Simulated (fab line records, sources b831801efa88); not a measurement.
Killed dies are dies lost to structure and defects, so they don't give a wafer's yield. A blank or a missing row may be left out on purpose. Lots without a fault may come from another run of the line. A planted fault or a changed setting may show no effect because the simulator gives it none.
Which tool did it? | flow sky130 | 24 lots, 72 wafers sampled, at 4 steps of a route of 708

WHAT THE GAUGES READ, wafer by wafer
SKY_POLY_GATE_THK_MEAS_04.
lot  | measured     | on            | POLY_GATE_CVD_03_THK (nm)
L074 | day 15 00:50 | film_metro-01 | 76.1 75.8 76.4
L075 | day 14 23:28 | film_metro-02 | 75.1 75.1 74.8
L076 | day 15 14:40 | film_metro-03 | 75.3 75.0 75.5
L077 | day 16 13:34 | film_metro-02 | 74.3 74.5 74.3
L078 | day 16 17:46 | film_metro-02 | 75.8 75.5 76.3
L080 | day 17 10:25 | film_metro-03 | 76.9 76.3 75.9
L079 | day 17 10:28 | film_metro-02 | 76.0 75.6 76.4
L081 | day 17 18:14 | film_metro-02 | 74.3 74.2 74.9
L082 | day 18 00:17 | film_metro-01 | 74.9 74.8 75.0
L083 | day 18 12:25 | film_metro-02 | 75.0 75.1 74.7
L084 | day 18 23:50 | film_metro-02 | 75.8 75.7 75.2
L085 | day 19 02:14 | film_metro-02 | 74.6 74.1 74.7
L086 | day 19 13:41 | film_metro-02 | 73.7 74.1 74.2
L087 | day 20 00:17 | film_metro-03 | 75.3 75.4 75.5
L088 | day 20 07:14 | film_metro-01 | 75.4 75.1 75.3
L089 | day 20 08:36 | film_metro-02 | 75.1 75.1 75.2
L090 | day 20 19:52 | film_metro-03 | 74.7 74.4 75.2
L091 | day 21 03:53 | film_metro-02 | 75.0 73.9 74.7
L092 | day 21 18:15 | film_metro-02 | 75.0 75.1 74.7
L093 | day 22 20:20 | film_metro-03 | 75.1 75.4 75.2
L095 | day 23 07:41 | film_metro-03 | 75.7 75.2 75.5
L094 | day 23 09:10 | film_metro-01 | 76.0 76.2 75.8
L096 | day 23 06:19 | film_metro-02 | 76.8 76.7 76.8
L097 | day 23 13:23 | film_metro-02 | 75.6 75.0 75.8

SKY_POLY_GATE_OVL_MEAS_14.
lot  | measured     | on         | POLY_GATE_OVL (nm)
L074 | day 16 03:53 | overlay-02 | 2 4 6
L075 | day 16 02:41 | overlay-02 | -7 -9 -2
L076 | day 16 17:53 | overlay-01 | 1 0 0
L077 | day 17 18:44 | overlay-02 | -5 1 1
L078 | day 17 21:29 | overlay-01 | 1 -4 -7
L080 | day 18 15:57 | overlay-01 | 0 0 -3
L079 | day 18 16:18 | overlay-02 | 8 13 8
L081 | day 19 00:14 | overlay-01 | 10 8 11
L082 | day 19 06:14 | overlay-02 | 9 11 8
L083 | day 19 18:37 | overlay-02 | 3 -2 3
L084 | day 20 07:38 | overlay-01 | 3 3 -6
L085 | day 20 08:53 | overlay-01 | 1 8 1
L086 | day 20 20:20 | overlay-02 | 0 2 2
L087 | day 21 06:08 | overlay-02 | 5 7 4
L088 | day 21 13:56 | overlay-01 | -7 -2 4
L089 | day 21 15:05 | overlay-01 | 4 7 3
L090 | day 22 02:08 | overlay-02 | 4 6 3
L091 | day 22 10:13 | overlay-02 | 7 -1 -2
L092 | day 23 00:41 | overlay-02 | 1 -6 0
L093 | day 24 02:35 | overlay-02 | 8 1 5
L095 | day 24 14:05 | overlay-01 | 5 8 2
L094 | day 24 15:01 | overlay-01 | 4 11 3
L096 | day 24 12:49 | overlay-02 | 2 15 4
L097 | day 24 19:20 | overlay-01 | 8 9 4

SKY_LOCAL_INTERCONNECT_CD_MEAS_11: target cd 170 nm.
lot  | measured     | on        | cd_nm (nm)
L074 | day 30 02:38 | cd_sem-02 | 171.5 171.3 171.1
L075 | day 30 00:20 | cd_sem-01 | 168.1 170.4 167.4
L076 | day 30 19:03 | cd_sem-02 | 169.9 172.2 171.7
L077 | day 31 14:28 | cd_sem-01 | 169.5 170.6 169.0
L078 | day 31 22:18 | cd_sem-01 | 167.7 168.4 168.9
L080 | day 32 09:16 | cd_sem-02 | 169.0 169.1 169.0
L079 | day 32 10:25 | cd_sem-02 | 169.4 167.9 170.6
L081 | day 32 17:59 | cd_sem-01 | 169.3 168.5 169.6
L082 | day 32 20:39 | cd_sem-02 | 171.0 170.4 170.4
L083 | day 33 08:21 | cd_sem-01 | 173.5 172.1 172.4
L084 | day 33 21:01 | cd_sem-01 | 170.2 167.4 167.7
L085 | day 33 21:44 | cd_sem-02 | 169.5 171.4 170.2
L086 | day 34 09:46 | cd_sem-02 | 170.1 172.9 171.5
L087 | day 34 16:20 | cd_sem-02 | 169.1 169.4 169.2
L088 | day 34 21:24 | cd_sem-02 | 171.5 172.3 174.4
L089 | day 34 22:28 | cd_sem-01 | 171.1 170.7 170.4
L090 | day 35 08:52 | cd_sem-02 | 169.1 168.8 169.5
L091 | day 35 14:37 | cd_sem-02 | 169.4 171.0 171.7
L092 | day 36 04:46 | cd_sem-01 | 171.1 172.6 172.8
L093 | day 37 03:16 | cd_sem-01 | 169.2 171.6 169.6
L095 | day 37 10:44 | cd_sem-01 | 170.7 170.7 170.6
L094 | day 37 14:28 | cd_sem-02 | 171.9 171.4 169.1
L096 | day 37 11:39 | cd_sem-02 | 170.3 170.7 170.2
L097 | day 37 17:56 | cd_sem-02 | 168.6 167.9 168.6

WHICH TOOL RAN EACH LOT (tool, then ch and the chambers of the sampled wafers, then the start)
lot  | SKY_NWELL_RTA_28
L074 | rtp_anneal-02 ch 0, day 5 04:41
L075 | rtp_anneal-01 ch 0, day 5 06:39
L076 | rtp_anneal-01 ch 0, day 5 19:19
L077 | rtp_anneal-01 ch 0, day 6 09:42
L078 | rtp_anneal-01 ch 0, day 6 13:43
L080 | rtp_anneal-02 ch 0, day 6 22:13
L079 | rtp_anneal-01 ch 0, day 6 23:42
L081 | rtp_anneal-02 ch 0, day 7 03:47
L082 | rtp_anneal-01 ch 0, day 7 10:52
L083 | rtp_anneal-01 ch 0, day 7 14:03
L084 | rtp_anneal-01 ch 0, day 7 21:32
L085 | rtp_anneal-02 ch 0, day 8 03:32
L086 | rtp_anneal-02 ch 0, day 8 09:25
L087 | rtp_anneal-02 ch 0, day 8 14:28
L088 | rtp_anneal-01 ch 0, day 8 18:25
L089 | rtp_anneal-02 ch 0, day 8 23:56
L090 | rtp_anneal-01 ch 0, day 9 07:10
L091 | rtp_anneal-01 ch 0, day 9 11:48
L092 | rtp_anneal-02 ch 0, day 9 18:01
L093 | rtp_anneal-01 ch 0, day 10 06:04
L095 | rtp_anneal-01 ch 0, day 10 23:20
L094 | rtp_anneal-02 ch 0, day 11 00:30
L096 | rtp_anneal-01 ch 0, day 11 00:43
L097 | rtp_anneal-01 ch 0, day 11 05:38
- SKY_NWELL_RTA_28: time 30 s.

WHAT THE TOOLS THEMSELVES READ (means of the sampled wafers that have a number; where no wafer has one, the mark that the record gives instead)
SKY_NWELL_RTA_28.
lot  | tool          | lamp_power_pct (%) | wafer_temp_C_max
L074 | rtp_anneal-02 | 25.29              | 1055.9
L075 | rtp_anneal-01 | 25.31              | 1055.0
L076 | rtp_anneal-01 | 25.30              | 1053.9
L077 | rtp_anneal-01 | 25.29              | 1055.5
L078 | rtp_anneal-01 | 25.33              | 1054.2
L080 | rtp_anneal-02 | 25.30              | 1056.1
L079 | rtp_anneal-01 | 25.33              | 1054.4
L081 | rtp_anneal-02 | 25.27              | 1054.3
L082 | rtp_anneal-01 | 25.32              | 1054.5
L083 | rtp_anneal-01 | 25.28              | 1054.9
L084 | rtp_anneal-01 | 25.34              | 1054.3
L085 | rtp_anneal-02 | 25.36              | 1054.1
L086 | rtp_anneal-02 | 25.27              | 1054.7
L087 | rtp_anneal-02 | 25.27              | 1053.9
L088 | rtp_anneal-01 | 25.34              | 1055.3
L089 | rtp_anneal-02 | 25.26              | 1054.4
L090 | rtp_anneal-01 | 25.25              | 1054.4
L091 | rtp_anneal-01 | 25.32              | 1053.7
L092 | rtp_anneal-02 | 25.28              | 1055.2
L093 | rtp_anneal-01 | 25.33              | 1054.5
L095 | rtp_anneal-01 | 25.31              | 1054.8
L094 | rtp_anneal-02 | 25.33              | 1054.3
L096 | rtp_anneal-01 | 25.37              | 1054.9
L097 | rtp_anneal-01 | 25.30              | 1055.5

THE ANSWER, worked out from the rows above alone
Rule: what is usual is taken from the lots themselves. Put in order of their means at a reading, lots are off if they are a third of the lots or fewer, leave a main group of 4 or more, and stand apart from it by a gap of 3 or more times the standard deviation of the main group's means; of several such gaps the widest counts. A main group whose means are all the same, to the digits that the tables above print for the reading, isn't used. A lot without any number at a reading at which 4 lots or more have one is off too. The other lots that the step has rows for count as sound. The gauges are gone through in route order, then the tools' own readings, and for those a lot's mean is taken as printed above. The first step at which some lot is off is used, and at that step the reading that is off furthest; a lot without a number counts as furthest.
No lot is off at any reading shown: from this, nothing can be told.

WHAT THE SIMULATOR HAD PUT IN
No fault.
